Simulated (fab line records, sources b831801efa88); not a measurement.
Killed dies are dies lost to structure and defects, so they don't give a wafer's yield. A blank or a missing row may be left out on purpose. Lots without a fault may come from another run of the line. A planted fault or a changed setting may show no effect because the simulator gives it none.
Problem report in the 8D (eight disciplines) form, filled by code | flow sky130 | the parts of the form that need people (team, actions taken, sign-off) are left out

1. THE PROBLEM
PASSIVATION_CVD_02_THK at SKY_PASSIVATION_THK_MEAS_03 reads a mean of 249 nm on 6 wafers of 2 lots; wafers without a fault read 539 nm with a standard deviation of 7.9. That is -37 standard deviations from the usual mean.
First seen on wafer L222.2, day 47 17:01, on film_metro-02. The record holds 39 wafers of 13 lots with a number at this step. Rule for "out", or "out of limits": more than 4 standard deviations from the usual mean. The other wafers with a number count as sound.

2. WHAT IT IS AND WHAT IT IS NOT
question                    | is                           | is not
which readings at this step | PASSIVATION_CVD_02_THK       | -
which lots                  | L222, L223                   | L208, L209, L210, L214, L216, L217, L218, L219, L220, L224, L227
which wafers of those lots  | all that have a number       | -
read on which gauges        | film_metro-02, film_metro-04 | film_metro-03
when                        | from day 47 17:01            | up to then (27 sound wafers); but 6 sound wafers of L224, L227 came after

3. SUSPECTS, AND WHAT RULES EACH OUT
Counting: a tool at a process step up to the reading stays a suspect if it ran every lot that is out and no sound lot after the first of them.
- the gauge at SKY_PASSIVATION_THK_MEAS_03: ruled out. The wafers that are out were read on 2 gauges (film_metro-02, film_metro-04).
- pecvd-04 at SKY_PASSIVATION_CVD_02 (deposits Si3N4, target thk 540 nm): kept. It ran every lot that is out, first L222 (day 47 16:47), and no sound lot after that; its last sound lot up to then is L220 (day 47 07:38).
Left after counting: pecvd-04 at SKY_PASSIVATION_CVD_02.

4. THE CAUSE (what the simulator had put in)
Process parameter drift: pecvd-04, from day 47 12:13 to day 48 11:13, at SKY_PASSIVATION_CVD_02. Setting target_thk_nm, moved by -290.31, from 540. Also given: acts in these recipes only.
Counting left only this tool.

5. THE CHAIN OF EFFECTS, in route order
Each row: a reading whose mean over the struck wafers that have a number lies more than 3 standard deviations from the usual. Only readings for which the record gives a usual standard deviation are gone through. hours: the time from each lot's start at the first step in this table that gives one to its start at this step, as a median over the lots. sigmas: the change in usual standard deviations.
hours | step                        | reading                | usual      | on struck wafers | change | sigmas
0     | SKY_PASSIVATION_THK_MEAS_03 | PASSIVATION_CVD_02_THK | 539 nm     | 249              | -290   | -37
19    | SKY_PASSIVATION_ETCH_11     | oes_product_au         | 0.976 a.u. | 0.731            | -0.245 | -35
19    | SKY_PASSIVATION_ETCH_11     | throttle_valve_pct     | 5.964 %    | 5.893            | -0.071 | -7.3
The process steps in it:
- SKY_PASSIVATION_ETCH_11: etches the open film in CF4/O2, stops on AlCu, target depth 725 nm, time 161.1 s.

6. WHAT WOULD HAVE CAUGHT IT SOONER
In this record the first reading out of limits at a measuring or inspecting step was taken at day 47 17:01, 5 hours after the fault began at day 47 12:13.
Of the tool readings at SKY_PASSIVATION_CVD_02 for which the record gives a usual standard deviation, none was out on any struck wafer, so an alarm limit of 4 standard deviations on them would not have fired.
Of the lots that are out (2), L223 began SKY_PASSIVATION_CVD_02 on pecvd-04 after day 47 17:01. A hold on the tool at that time would have spared it.
